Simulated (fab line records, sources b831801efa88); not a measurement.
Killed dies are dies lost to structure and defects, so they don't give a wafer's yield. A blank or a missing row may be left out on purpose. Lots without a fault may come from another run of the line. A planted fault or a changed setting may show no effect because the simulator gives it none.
Which tool did it? | flow gf180mcu | 14 lots, 42 wafers sampled, at 1 step of a route of 602

WHAT THE GAUGES READ, wafer by wafer
GF_MIM_RS_MEAS_10: measures by four-point-probe. Usual: MIM_ALCU_RS 0.1603 ohm/sq, standard deviation 0.0016.
lot  | measured     | on            | MIM_ALCU_RS (ohm/sq) | flag
L670 | day 24 21:15 | film_metro-03 | 0.1561 0.1569 0.1583 |
L672 | day 25 07:41 | film_metro-01 | 0.1598 0.1590 0.1586 |
L674 | day 26 00:58 | film_metro-03 | 0.1629 0.1623 0.1632 |
L675 | day 26 08:43 | film_metro-01 | 0.1608 0.1598 0.1630 |
L676 | day 26 12:25 | film_metro-02 | 0.1600 0.1610 0.1615 |
L679 | day 27 17:47 | film_metro-01 | 0.1625 0.1640 0.1621 |
L684 | day 29 02:53 | film_metro-01 | 0.1576 0.1599 0.1595 |
L685 | day 29 06:49 | film_metro-03 | 0.1598 0.1601 0.1595 |
L687 | day 30 04:06 | film_metro-02 | 0.1599 0.1613 0.1608 |
L688 | day 30 09:22 | film_metro-01 | 0.1611 0.1619 0.1623 |
L689 | day 30 22:34 | film_metro-01 | 0.1614 0.1614 0.1602 |
L691 | day 31 07:26 | film_metro-02 | 0.1607 0.1614 0.1617 |
L690 | day 31 09:25 | film_metro-02 | 0.1599 0.1613 0.1608 |
L692 | day 31 15:08 | film_metro-02 | 0.1621 0.1588 0.1605 |

WHICH TOOL RAN EACH LOT (tool, then ch and the chambers of the sampled wafers, then the start)
The record holds no process step before these readings.

WHAT THE TOOLS THEMSELVES READ (means of the sampled wafers that have a number; where no wafer has one, the mark that the record gives instead)
The record holds no such reading with a usual standard deviation.

THE ANSWER, worked out from the rows above alone
Rule: a lot is off if the mean of its wafers that have a number lies more than 3 standard deviations from the usual mean. A lot without any number at a reading at which 4 lots or more have one is off too. The other lots that the step has rows for count as sound. The gauges are gone through in route order, then the tools' own readings, and for those a lot's mean is taken as printed above. The first step at which some lot is off is used, and at that step the reading that is off furthest; a lot without a number counts as furthest.
No lot is off at any reading shown: from this, nothing can be told.

WHAT THE SIMULATOR HAD PUT IN
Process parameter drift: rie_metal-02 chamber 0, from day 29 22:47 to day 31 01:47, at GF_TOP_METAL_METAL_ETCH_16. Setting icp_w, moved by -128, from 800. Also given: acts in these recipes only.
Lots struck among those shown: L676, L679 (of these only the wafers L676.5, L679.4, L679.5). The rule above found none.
